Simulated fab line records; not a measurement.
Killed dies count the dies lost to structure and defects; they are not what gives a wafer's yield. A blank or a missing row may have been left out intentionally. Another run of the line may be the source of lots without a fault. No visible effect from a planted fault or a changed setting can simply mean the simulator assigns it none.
fab line records	flow sky130
record: lots: 24	wafers: 72	last_day: 50
route steps=708 shown LI_CONTACT@364 VIA1@461 VIA2@510 VIA3@594 PASSIVATION@682
lots untouched by any fault: they come from a run of this same line in which no faults occurred
start_h: hours from the record's opening day to when the first of the lot's shown wafers began	wait_h: time in hours since the lot's previous step	" repeats the value in the row above	L1.1+2: several wafers, shown together as one row	- no value present, or no start provided	* or withheld: withheld	< > ~ a bound
route shown NAME@n: names a module that has steps shown in the file, with the first one's number in the route	usual: mean/standard deviation of fault-free wafers	same: alike in all rows	chamber/n: place in a boat	sites: the reading at each site	_std_site: their standard deviation	_edge_site: outer sites' mean less inner sites'	radius_mm: for every site, how far away it sits from the centre of the wafer	mask NAME#n: copy n	behind: the most recent tool/chamber to have shaped the wafer	hold: cause of the lot's hold/its duration in hours/its outcome	device: transistor that didn't switch, given as n, p or np	end of line: at the end of the route, the tests of the same wafers	for a step that has no rows: nothing shown but its recipe	killed: not the wafer's yield, but the dies lost to structure and defects at the first sort	map: the dies of a wafer, with x for killed, . for not killed, _ for no die there
set.NAME: the run value of the setting; set.NAME@STEP: its run value at that earlier step	model.NAME: the simulator's own value behind a step, which no gauge read
one table for each step of the route and one row for each wafer, over a sample of lots
services: from which hour (start_h, from the record's first day; less than 0 if before it) a tool's chamber was out of use, for how many hours, and why
== steps ==
step: SKY_LI_CONTACT_CMP_02
recipe: material: PSG	down_force_psi: 4	platen_rpm: 60	pad_velocity_m_s: 0.94248
usual: motor_current_A: 11.8/1.3	time_to_endpoint_s: 33/3.6
lot.wafer	tool	chamber	start_h	wait_h	motor_current_A	time_to_endpoint_s
L074.2	cmp-02	3	643.46	0.1	13.1	32
L074.1	"	1	"	"	12.3	36
L074.6	"	3	"	"	12.9	31
L075.4	cmp-02	1	656.56	0.1	12.0	32
L075.2	"	2	"	"	13.3	31
L075.3	"	3	"	"	12.6	28
L076.4	cmp-01	0	665.12	0.2	10.7	30
L076.5	"	1	"	"	13.3	32
L076.6	"	2	"	"	12.1	36
L077.4	cmp-02	2	675.67	0.1	13.7	39
L077.3	"	3	"	"	12.1	33
L077.5	"	2	"	"	13.2	36
L078.3	cmp-01	2	683.96	0.2	12.6	38
L078.6	"	3	"	"	10.8	37
L078.5	"	0	"	"	11.3	35
L079.4	cmp-01	2	695.82	0.1	12.3	35
L079.1	"	0	"	"	10.8	31
L079.6	"	2	"	"	12.4	36
L080.1	cmp-01	3	707.48	0.1	10.9	34
L080.3	"	2	"	"	12.1	34
L080.5	"	3	"	"	10.7	32
L081.1	cmp-02	0	713.40	0.2	9.4	36
L081.3	"	1	"	"	12.4	38
L081.2	"	2	"	"	13.0	35
L082.3	cmp-01	1	719.37	0.0	12.4	24
L082.1	"	2	"	"	12.6	33
L082.2	"	3	"	"	11.3	29
L083.4	cmp-02	1	721.21	0.0	11.7	33
L083.1	"	0	"	"	9.3	33
L083.6	"	2	"	"	13.0	36
L084.3	cmp-02	0	737.61	0.0	9.4	40
L084.4	"	1	"	"	12.7	36
L084.1	"	2	"	"	13.1	36
L085.2	cmp-01	1	745.46	0.0	12.5	31
L085.3	"	2	"	"	11.7	35
L085.4	"	0	"	"	10.4	28
L086.4	cmp-01	1	750.37	2.2	13.4	27
L086.3	"	3	"	"	10.6	32
L086.6	"	2	"	"	11.8	36
L087.2	cmp-02	0	756.37	0.0	9.3	34
L087.3	"	3	"	"	13.4	31
L087.5	"	0	"	"	9.5	34
L088.3	cmp-01	1	761.06	0.1	12.5	29
L088.5	"	3	"	"	10.9	34
L088.6	"	0	"	"	10.8	30
L089.2	cmp-01	2	765.27	0.1	11.9	34
L089.5	"	0	"	"	10.9	31
L089.6	"	1	"	"	12.5	28
L090.2	cmp-01	2	782.72	0.0	12.2	34
L090.5	"	2	"	"	12.0	34
L090.6	"	3	"	"	11.3	34
L091.1	cmp-02	2	783.25	0.1	12.9	39
L091.4	"	0	"	"	9.3	36
L091.5	"	2	"	"	13.1	37
L092.1	cmp-01	2	794.56	0.2	12.7	34
L092.6	"	1	"	"	12.7	28
L092.5	"	2	"	"	12.5	37
L093.3	cmp-01	1	799.34	0.1	13.3	27
L093.2	"	2	"	"	11.4	35
L093.5	"	2	"	"	11.6	36
L094.3	cmp-02	0	808.21	0.1	9.5	37
L094.6	"	3	"	"	12.7	32
L094.5	"	0	"	"	9.6	38
L095.1	cmp-02	1	817.16	0.1	12.7	34
L095.2	"	2	"	"	12.7	34
L095.6	"	2	"	"	12.8	34
L096.3	cmp-02	3	829.23	0.0	12.5	28
L096.1	"	2	"	"	13.2	32
L096.5	"	3	"	"	12.3	29
L097.2	cmp-02	0	836.12	0.0	9.2	33
L097.3	"	1	"	"	13.0	32
L097.5	"	1	"	"	12.7	36
step: SKY_VIA1_BOW_MEAS_03
recipe: mode: bow
usual: VIA1_BOW: 81/6.9
lot.wafer	tool	chamber	start_h	wait_h	VIA1_BOW[um]
L074.1	film_metro-03	-	761.95	0.1	79
L074.2	"	-	"	"	71
L074.6	"	-	"	"	78
L075.2	film_metro-01	-	775.60	0.2	69
L075.3	"	-	"	"	70
L075.4	"	-	"	"	68
L076.4	film_metro-03	-	783.96	0.2	94
L076.5	"	-	"	"	81
L076.6	"	-	"	"	82
L077.3	film_metro-03	-	792.53	0.1	73
L077.4	"	-	"	"	81
L077.5	"	-	"	"	80
L078.3	film_metro-03	-	800.22	0.1	81
L078.5	"	-	"	"	89
L078.6	"	-	"	"	77
L079.1	film_metro-04	-	810.79	0.2	79
L079.4	"	-	"	"	77
L079.6	"	-	"	"	84
L080.1	film_metro-03	-	820.60	0.1	79
L080.3	"	-	"	"	81
L080.5	"	-	"	"	71
L081.1	film_metro-01	-	826.93	0.2	99
L081.2	"	-	"	"	79
L081.3	"	-	"	"	79
L082.1	film_metro-03	-	835.34	0.2	69
L082.2	"	-	"	"	76
L082.3	"	-	"	"	90
L083.1	film_metro-04	-	835.69	0.1	75
L083.4	"	-	"	"	81
L083.6	"	-	"	"	74
L084.1	film_metro-03	-	850.58	0.1	87
L084.3	"	-	"	"	94
L084.4	"	-	"	"	84
L085.2	film_metro-01	-	857.56	0.1	74
L085.3	"	-	"	"	74
L085.4	"	-	"	"	82
L086.3	film_metro-01	-	861.90	0.3	81
L086.4	"	-	"	"	98
L086.6	"	-	"	"	88
L087.2	film_metro-04	-	867.60	0.2	80
L087.3	"	-	"	"	70
L087.5	"	-	"	"	75
L088.3	film_metro-01	-	872.11	0.2	90
L088.5	"	-	"	"	85
L088.6	"	-	"	"	81
L089.2	film_metro-03	-	874.77	0.3	64
L089.5	"	-	"	"	73
L089.6	"	-	"	"	73
L090.2	film_metro-01	-	893.11	0.2	94
L090.5	"	-	"	"	78
L090.6	"	-	"	"	82
L091.1	film_metro-01	-	893.74	0.1	83
L091.4	"	-	"	"	80
L091.5	"	-	"	"	77
L092.1	film_metro-04	-	903.63	0.1	81
L092.5	"	-	"	"	84
L092.6	"	-	"	"	75
L093.2	film_metro-01	-	909.69	0.2	71
L093.3	"	-	"	"	82
L093.5	"	-	"	"	88
L094.3	film_metro-04	-	918.17	0.1	83
L094.5	"	-	"	"	75
L094.6	"	-	"	"	68
L095.1	film_metro-03	-	925.77	0.2	81
L095.2	"	-	"	"	84
L095.6	"	-	"	"	71
L096.1	film_metro-03	-	938.67	0.1	80
L096.3	"	-	"	"	81
L096.5	"	-	"	"	89
L097.2	film_metro-04	-	943.39	0.2	83
L097.3	"	-	"	"	72
L097.5	"	-	"	"	78
step: SKY_VIA1_CVD_21
recipe: material: W	target_thk_nm: 270	time_s: 80.902	temp_c: 400	pressure_torr: 40
usual: heater_power_w: 830/62
lot.wafer	tool	chamber	start_h	wait_h	heater_power_w
L074.1	cvd_w-02	1	791.06	0.0	908
L074.2	"	0	"	"	898
L074.6	"	1	"	"	881
L075.2	cvd_w-01	1	802.76	0.0	822
L075.3	"	0	"	"	751
L075.4	"	1	"	"	797
L076.4	cvd_w-02	1	810.74	0.1	875
L076.5	"	0	"	"	903
L076.6	"	1	"	"	888
L077.3	cvd_w-02	1	819.76	0.1	878
L077.4	"	0	"	"	902
L077.5	"	1	"	"	907
L078.3	cvd_w-01	1	827.67	0.1	809
L078.5	"	0	"	"	754
L078.6	"	1	"	"	813
L079.1	cvd_w-02	0	837.83	0.0	931
L079.4	"	1	"	"	889
L079.6	"	1	"	"	874
L080.1	cvd_w-02	1	847.66	0.0	895
L080.3	"	1	"	"	869
L080.5	"	0	"	"	888
L081.1	cvd_w-02	1	853.58	0.0	886
L081.2	"	0	"	"	899
L081.3	"	1	"	"	885
L082.1	cvd_w-01	1	861.78	0.0	804
L082.2	"	0	"	"	750
L082.3	"	1	"	"	798
L083.1	cvd_w-02	0	862.13	0.0	919
L083.4	"	1	"	"	896
L083.6	"	0	"	"	914
L084.1	cvd_w-02	1	876.96	0.0	875
L084.3	"	0	"	"	928
L084.4	"	1	"	"	894
L085.2	cvd_w-02	1	884.14	0.0	910
L085.3	"	0	"	"	880
L085.4	"	1	"	"	885
L086.3	cvd_w-01	1	889.46	0.1	831
L086.4	"	0	"	"	755
L086.6	"	1	"	"	812
L087.2	cvd_w-01	0	894.11	0.0	772
L087.3	"	1	"	"	800
L087.5	"	0	"	"	753
L088.3	cvd_w-01	1	898.46	0.1	814
L088.5	"	0	"	"	755
L088.6	"	1	"	"	816
L089.2	cvd_w-01	0	900.96	0.0	755
L089.5	"	1	"	"	809
L089.6	"	0	"	"	747
L090.2	cvd_w-01	0	919.06	0.0	750
L090.5	"	1	"	"	802
L090.6	"	0	"	"	742
L091.1	cvd_w-01	0	919.61	0.0	759
L091.4	"	1	"	"	813
L091.5	"	0	"	"	772
L092.1	cvd_w-01	1	929.01	0.0	802
L092.5	"	1	"	"	807
L092.6	"	0	"	"	774
L093.2	cvd_w-01	0	935.42	0.0	773
L093.3	"	1	"	"	824
L093.5	"	1	"	"	793
L094.3	cvd_w-01	0	944.05	0.1	761
L094.5	"	0	"	"	732
L094.6	"	1	"	"	836
L095.1	cvd_w-01	0	950.82	0.0	761
L095.2	"	1	"	"	818
L095.6	"	0	"	"	762
L096.1	cvd_w-02	1	964.06	0.0	904
L096.3	"	0	"	"	889
L096.5	"	1	"	"	885
L097.2	cvd_w-01	0	967.89	0.0	742
L097.3	"	0	"	"	763
L097.5	"	0	"	"	758
step: SKY_VIA2_BOW_MEAS_03
recipe: mode: bow
usual: VIA2_BOW: 87/7.6
lot.wafer	tool	chamber	start_h	wait_h	VIA2_BOW[um]
L074.1	film_metro-03	-	819.60	0.2	84
L074.2	"	-	"	"	77
L074.6	"	-	"	"	84
L075.2	film_metro-03	-	833.60	0.3	75
L075.3	"	-	"	"	75
L075.4	"	-	"	"	74
L076.4	film_metro-03	-	838.99	0.2	99
L076.5	"	-	"	"	86
L076.6	"	-	"	"	87
L077.3	film_metro-03	-	848.63	0.2	76
L077.4	"	-	"	"	86
L077.5	"	-	"	"	84
L078.3	film_metro-03	-	856.47	0.2	85
L078.5	"	-	"	"	94
L078.6	"	-	"	"	84
L079.1	film_metro-02	-	865.67	0.2	85
L079.4	"	-	"	"	84
L079.6	"	-	"	"	92
L080.1	film_metro-01	-	874.42	0.1	83
L080.3	"	-	"	"	84
L080.5	"	-	"	"	76
L081.1	film_metro-01	-	881.58	0.2	108
L081.2	"	-	"	"	88
L081.3	"	-	"	"	87
L082.1	film_metro-02	-	889.01	0.1	78
L082.2	"	-	"	"	84
L082.3	"	-	"	"	97
L083.1	film_metro-03	-	890.08	0.2	83
L083.4	"	-	"	"	87
L083.6	"	-	"	"	81
L084.1	film_metro-02	-	904.79	0.1	96
L084.3	"	-	"	"	102
L084.4	"	-	"	"	93
L085.2	film_metro-02	-	911.79	0.2	78
L085.3	"	-	"	"	78
L085.4	"	-	"	"	85
L086.3	film_metro-02	-	917.03	0.2	88
L086.4	"	-	"	"	106
L086.6	"	-	"	"	96
L087.2	film_metro-02	-	921.18	0.2	88
L087.3	"	-	"	"	79
L087.5	"	-	"	"	84
L088.3	film_metro-03	-	925.10	0.3	98
L088.5	"	-	"	"	93
L088.6	"	-	"	"	88
L089.2	film_metro-02	-	928.24	0.2	65
L089.5	"	-	"	"	72
L089.6	"	-	"	"	73
L090.2	film_metro-02	-	945.27	0.2	97
L090.5	"	-	"	"	82
L090.6	"	-	"	"	85
L091.1	film_metro-02	-	946.06	0.1	88
L091.4	"	-	"	"	85
L091.5	"	-	"	"	82
L092.1	film_metro-02	-	955.90	0.2	89
L092.5	"	-	"	"	94
L092.6	"	-	"	"	84
L093.2	film_metro-02	-	961.56	0.3	78
L093.3	"	-	"	"	92
L093.5	"	-	"	"	97
L094.3	film_metro-01	-	970.59	0.3	89
L094.5	"	-	"	"	79
L094.6	"	-	"	"	74
L095.1	film_metro-02	-	976.99	0.1	88
L095.2	"	-	"	"	93
L095.6	"	-	"	"	78
L096.1	film_metro-01	-	989.74	0.2	89
L096.3	"	-	"	"	91
L096.5	"	-	"	"	97
L097.2	film_metro-03	-	993.71	0.1	95
L097.3	"	-	"	"	82
L097.5	"	-	"	"	88
step: SKY_VIA3_CVD_21
recipe: material: W	target_thk_nm: 390	time_s: 117.31	temp_c: 400	pressure_torr: 40
usual: heater_power_w: 849/60
lot.wafer	tool	chamber	start_h	wait_h	heater_power_w
L074.1	cvd_w-02	0	925.84	0.0	898
L074.2	"	1	"	"	892
L074.6	"	1	"	"	902
L075.2	cvd_w-01	0	939.55	0.0	753
L075.3	"	1	"	"	808
L075.4	"	0	"	"	754
L076.4	cvd_w-02	1	947.33	0.1	888
L076.5	"	0	"	"	867
L076.6	"	1	"	"	852
L077.3	cvd_w-02	1	952.18	0.1	885
L077.4	"	0	"	"	904
L077.5	"	0	"	"	905
L078.3	cvd_w-01	0	961.58	0.1	775
L078.5	"	0	"	"	760
L078.6	"	1	"	"	807
L079.1	cvd_w-02	0	970.04	0.0	896
L079.4	"	0	"	"	923
L079.6	"	1	"	"	877
L080.1	cvd_w-02	0	978.28	0.0	890
L080.3	"	0	"	"	892
L080.5	"	0	"	"	896
L081.1	cvd_w-02	0	985.08	0.0	892
L081.2	"	1	"	"	894
L081.3	"	0	"	"	885
L082.1	cvd_w-01	0	990.84	0.0	738
L082.2	"	1	"	"	812
L082.3	"	0	"	"	769
L083.1	cvd_w-02	0	992.94	0.0	890
L083.4	"	1	"	"	900
L083.6	"	1	"	"	892
L084.1	cvd_w-01	0	1005.49	0.0	759
L084.3	"	0	"	"	737
L084.4	"	1	"	"	812
L085.2	cvd_w-02	1	1013.19	0.0	918
L085.3	"	0	"	"	892
L085.4	"	1	"	"	880
L086.3	cvd_w-01	0	1016.17	0.1	766
L086.4	"	1	"	"	806
L086.6	"	1	"	"	830
L087.2	cvd_w-02	1	1021.61	0.0	896
L087.3	"	0	"	"	899
L087.5	"	1	"	"	899
L088.3	cvd_w-02	0	1025.05	0.1	899
L088.5	"	1	"	"	879
L088.6	"	0	"	"	909
L089.2	cvd_w-01	1	1028.11	0.0	816
L089.5	"	1	"	"	807
L089.6	"	0	"	"	757
L090.2	cvd_w-01	1	1044.34	0.0	820
L090.5	"	1	"	"	824
L090.6	"	0	"	"	761
L091.1	cvd_w-02	1	1044.47	0.0	872
L091.4	"	1	"	"	876
L091.5	"	0	"	"	903
L092.1	cvd_w-02	1	1053.24	0.0	893
L092.5	"	0	"	"	937
L092.6	"	1	"	"	890
L093.2	cvd_w-01	1	1058.90	0.0	804
L093.3	"	1	"	"	822
L093.5	"	1	"	"	794
L094.3	cvd_w-02	0	1066.72	0.1	910
L094.5	"	1	"	"	912
L094.6	"	0	"	"	885
L095.1	cvd_w-01	0	1073.28	0.0	749
L095.2	"	1	"	"	824
L095.6	"	1	"	"	804
L096.1	cvd_w-02	0	1083.86	0.0	899
L096.3	"	1	"	"	890
L096.5	"	1	"	"	916
L097.2	cvd_w-01	0	1087.45	0.0	770
L097.3	"	0	"	"	761
L097.5	"	0	"	"	754
step: SKY_PASSIVATION_THK_MEAS_01
recipe: reads: SiO2_of_PASSIVATION_CVD_00
usual: PASSIVATION_CVD_00_THK: 90.1/1.4
lot.wafer	tool	chamber	start_h	wait_h	PASSIVATION_CVD_00_THK[nm]
L074.1	film_metro-03	-	1027.28	-	89.6
L074.2	"	-	"	"	90.4
L074.6	"	-	"	"	92.1
L075.2	film_metro-04	-	1038.49	-	90.6
L075.3	"	-	"	"	90.5
L075.4	"	-	"	"	90.8
L076.4	film_metro-04	-	1046.73	-	91.8
L076.5	"	-	"	"	91.1
L076.6	"	-	"	"	91.6
L077.3	film_metro-04	-	1051.41	-	89.7
L077.4	"	-	"	"	91.0
L077.5	"	-	"	"	92.4
L078.3	film_metro-03	-	1059.44	-	90.0
L078.5	"	-	"	"	90.3
L078.6	"	-	"	"	89.8
L079.1	film_metro-01	-	1067.19	-	90.4
L079.4	"	-	"	"	90.3
L079.6	"	-	"	"	90.5
L080.1	film_metro-04	-	1074.67	-	89.5
L080.3	"	-	"	"	90.5
L080.5	"	-	"	"	89.8
L081.1	film_metro-04	-	1080.04	-	91.5
L081.2	"	-	"	"	89.4
L081.3	"	-	"	"	89.7
L082.1	film_metro-01	-	1084.65	-	90.6
L082.2	"	-	"	"	88.3
L082.3	"	-	"	"	89.8
L083.1	film_metro-04	-	1087.63	-	87.0
L083.4	"	-	"	"	88.9
L083.6	"	-	"	"	88.1
L084.1	film_metro-03	-	1098.30	-	86.5
L084.3	"	-	"	"	87.4
L084.4	"	-	"	"	89.7
L085.2	film_metro-04	-	1104.88	-	89.1
L085.3	"	-	"	"	88.9
L085.4	"	-	"	"	90.2
L086.3	film_metro-04	-	1107.99	-	89.1
L086.4	"	-	"	"	90.0
L086.6	"	-	"	"	89.5
L087.2	film_metro-01	-	1111.58	-	90.5
L087.3	"	-	"	"	89.4
L087.5	"	-	"	"	90.4
L088.3	film_metro-04	-	1116.79	-	90.2
L088.5	"	-	"	"	90.7
L088.6	"	-	"	"	90.8
L089.2	film_metro-04	-	1118.38	-	91.6
L089.5	"	-	"	"	91.4
L089.6	"	-	"	"	92.7
L090.2	film_metro-03	-	1132.30	-	91.0
L090.5	"	-	"	"	90.0
L090.6	"	-	"	"	91.9
L091.1	film_metro-04	-	1132.82	-	88.1
L091.4	"	-	"	"	91.2
L091.5	"	-	"	"	90.9
L092.1	film_metro-03	-	1140.04	-	87.7
L092.5	"	-	"	"	89.3
L092.6	"	-	"	"	89.5
L093.2	film_metro-04	-	1144.48	-	89.6
L093.3	"	-	"	"	91.1
L093.5	"	-	"	"	90.8
L094.3	film_metro-03	-	1151.42	-	89.9
L094.5	"	-	"	"	91.4
L094.6	"	-	"	"	88.6
L095.1	film_metro-03	-	1157.61	-	90.7
L095.2	"	-	"	"	91.6
L095.6	"	-	"	"	91.4
L096.1	film_metro-03	-	1167.13	-	89.6
L096.3	"	-	"	"	91.2
L096.5	"	-	"	"	92.3
L097.2	film_metro-01	-	1169.17	-	87.3
L097.3	"	-	"	"	88.6
L097.5	"	-	"	"	88.8
== services ==
tool	chamber	start_h	hours	kind
cmp-01	-	622.35	1.0	repair
cvd_w-01	-	628.19	4.3	pm
cvd_w-01	1	635.51	5.1	repair
cvd_w-01	-	651.79	2.8	pm
cmp-02	-	675.92	11.9	pm
cmp-01	-	688.33	5.2	repair
cmp-02	-	690.84	2.6	repair
cmp-02	-	720.53	0.5	repair
cmp-02	-	735.16	1.8	repair
cmp-02	-	735.97	0.3	repair
cmp-01	-	745.77	4.0	pm
cmp-02	-	762.31	0.3	repair
cmp-01	-	797.44	0.8	repair
cmp-01	-	804.26	29.0	repair
cmp-01	-	822.05	5.3	repair
cmp-02	-	850.26	5.0	pm
cmp-01	-	869.18	3.9	pm
cmp-02	-	873.09	6.1	pm
cvd_w-02	-	904.00	14.0	pm
cmp-02	-	912.26	4.0	pm
cmp-01	-	938.92	1.6	repair
cvd_w-02	-	965.72	2.8	pm
cvd_w-01	-	998.43	0.6	repair
cvd_w-01	-	1067.83	1.7	repair
== key ==
fault none
